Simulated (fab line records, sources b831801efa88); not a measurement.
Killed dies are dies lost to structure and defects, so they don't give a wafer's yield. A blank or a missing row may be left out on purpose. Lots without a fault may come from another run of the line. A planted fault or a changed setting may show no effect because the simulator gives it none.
Which tool did it? | flow gf180mcu | 13 lots, 39 wafers sampled, at 4 steps of a route of 602

WHAT THE GAUGES READ, wafer by wafer
GF_M2_THK_MEAS_06: measures by xrf.
lot  | measured     | on            | M2_ALCU_THK (nm)
L191 | day 17 22:17 | film_metro-03 | 450 452 450
L194 | day 18 23:43 | film_metro-03 | 447 448 446
L195 | day 19 09:58 | film_metro-01 | 442 446 440
L196 | day 19 21:43 | film_metro-03 | 441 444 446
L198 | day 21 03:43 | film_metro-01 | 443 448 447
L205 | day 23 18:59 | film_metro-01 | 451 445 442
L206 | day 24 03:13 | film_metro-04 | 445 439 446
L207 | day 24 11:36 | film_metro-01 | 442 443 445
L209 | day 24 22:30 | film_metro-01 | 446 445 444
L210 | day 25 06:26 | film_metro-03 | 446 447 450
L212 | day 25 16:53 | film_metro-03 | 447 448 446
L214 | day 26 02:40 | film_metro-01 | 446 452 446
L213 | day 26 06:19 | film_metro-04 | 448 448 448

WHICH TOOL RAN EACH LOT (tool, then ch and the chambers of the sampled wafers, then the start)
lot  | GF_V1_CMP_26                  | GF_M2_SPUTTER_02             | GF_M2_SPUTTER_04
L191 | cmp-01 ch 0,3, day 17 21:38   | pvd_sputter-02, day 17 22:04 | pvd_sputter-02, day 17 22:07
L194 | cmp-02 ch 0,1,2, day 18 23:09 | pvd_sputter-04, day 18 23:30 | pvd_sputter-04, day 18 23:34
L195 | cmp-02 ch 0,1,2, day 19 09:25 | pvd_sputter-04, day 19 09:44 | pvd_sputter-04, day 19 09:47
L196 | cmp-01 ch 0,1,2, day 19 21:04 | pvd_sputter-02, day 19 21:30 | pvd_sputter-02, day 19 21:33
L198 | cmp-01 ch 2,3, day 21 03:05   | pvd_sputter-02, day 21 03:31 | pvd_sputter-02, day 21 03:34
L205 | cmp-01 ch 0,1,3, day 23 18:26 | pvd_sputter-02, day 23 18:46 | pvd_sputter-02, day 23 18:49
L206 | cmp-02 ch 0,2,3, day 24 02:36 | pvd_sputter-02, day 24 02:59 | pvd_sputter-02, day 24 03:02
L207 | cmp-02 ch 0,1,2, day 24 10:58 | pvd_sputter-02, day 24 11:23 | pvd_sputter-02, day 24 11:26
L209 | cmp-02 ch 0,1,3, day 24 21:51 | pvd_sputter-03, day 24 22:17 | pvd_sputter-03, day 24 22:20
L210 | cmp-01 ch 0,1,3, day 25 05:52 | pvd_sputter-03, day 25 06:12 | pvd_sputter-03, day 25 06:15
L212 | cmp-01 ch 0,1, day 25 16:17   | pvd_sputter-04, day 25 16:40 | pvd_sputter-04, day 25 16:43
L214 | cmp-02 ch 0,1,3, day 26 02:07 | pvd_sputter-02, day 26 02:27 | pvd_sputter-02, day 26 02:30
L213 | cmp-02 ch 2,3, day 26 05:40   | pvd_sputter-02, day 26 06:05 | pvd_sputter-02, day 26 06:08
- GF_V1_CMP_26: polishes, stops on SiO2, t overpolish 15 s, target thk 0 nm.
- GF_M2_SPUTTER_02: material AlCu, target thk 450 nm, time 23.9 s.
- GF_M2_SPUTTER_04: material TiN, target thk 50 nm, time 41.7 s.

WHAT THE TOOLS THEMSELVES READ (means of the sampled wafers that have a number; where no wafer has one, the mark that the record gives instead)
GF_V1_CMP_26.
lot  | tool   | motor_current_A (A) | overpolish_run_s (s) | time_to_endpoint_s (s)
L191 | cmp-01 | 11.6                | 14.994               | 86.6
L194 | cmp-02 | 12.1                | 15.001               | 72.5
L195 | cmp-02 | 12.1                | 15.001               | 71.2
L196 | cmp-01 | 12.7                | 15.006               | 86.3
L198 | cmp-01 | 11.7                | 14.997               | 86.2
L205 | cmp-01 | 11.7                | 15.006               | 83.2
L206 | cmp-02 | 10.8                | 15.004               | 86.9
L207 | cmp-02 | 12.1                | 14.992               | 89.2
L209 | cmp-02 | 10.6                | 15.003               | 86.8
L210 | cmp-01 | 11.7                | 14.999               | 83.5
L212 | cmp-01 | 11.9                | 15.000               | 82.0
L214 | cmp-02 | 10.8                | 15.004               | 84.0
L213 | cmp-02 | 10.0                | 14.992               | 82.3

GF_M2_SPUTTER_02.
lot  | tool           | throttle_valve_pct (%)
L191 | pvd_sputter-02 | 28.6
L194 | pvd_sputter-04 | 29.8
L195 | pvd_sputter-04 | 30.4
L196 | pvd_sputter-02 | 29.4
L198 | pvd_sputter-02 | 30.9
L205 | pvd_sputter-02 | 29.8
L206 | pvd_sputter-02 | 29.9
L207 | pvd_sputter-02 | 29.3
L209 | pvd_sputter-03 | 29.3
L210 | pvd_sputter-03 | 29.4
L212 | pvd_sputter-04 | 29.8
L214 | pvd_sputter-02 | 30.3
L213 | pvd_sputter-02 | 29.5

GF_M2_SPUTTER_04.
lot  | tool           | throttle_valve_pct (%)
L191 | pvd_sputter-02 | 28.8
L194 | pvd_sputter-04 | 29.8
L195 | pvd_sputter-04 | 30.3
L196 | pvd_sputter-02 | 29.3
L198 | pvd_sputter-02 | 31.1
L205 | pvd_sputter-02 | 29.9
L206 | pvd_sputter-02 | 29.9
L207 | pvd_sputter-02 | 29.0
L209 | pvd_sputter-03 | 29.3
L210 | pvd_sputter-03 | 29.5
L212 | pvd_sputter-04 | 29.8
L214 | pvd_sputter-02 | 30.1
L213 | pvd_sputter-02 | 29.3

THE ANSWER, worked out from the rows above alone
Rule: what is usual is taken from the lots themselves. Put in order of their means at a reading, lots are off if they are a third of the lots or fewer, leave a main group of 4 or more, and stand apart from it by a gap of 3 or more times the standard deviation of the main group's means; of several such gaps the widest counts. A main group whose means are all the same, to the digits that the tables above print for the reading, isn't used. A lot without any number at a reading at which 4 lots or more have one is off too. The other lots that the step has rows for count as sound. The gauges are gone through in route order, then the tools' own readings, and for those a lot's mean is taken as printed above. The first step at which some lot is off is used, and at that step the reading that is off furthest; a lot without a number counts as furthest.
Off: L194, L195, at GF_V1_CMP_26 (time_to_endpoint_s). The main group: mean 85.2 s, standard deviation 2.2.
A tool fits if, at that step or a process step before it, it ran every lot that is off, and no sound lot after the first of them. None of those tried fits.

WHAT THE SIMULATOR HAD PUT IN
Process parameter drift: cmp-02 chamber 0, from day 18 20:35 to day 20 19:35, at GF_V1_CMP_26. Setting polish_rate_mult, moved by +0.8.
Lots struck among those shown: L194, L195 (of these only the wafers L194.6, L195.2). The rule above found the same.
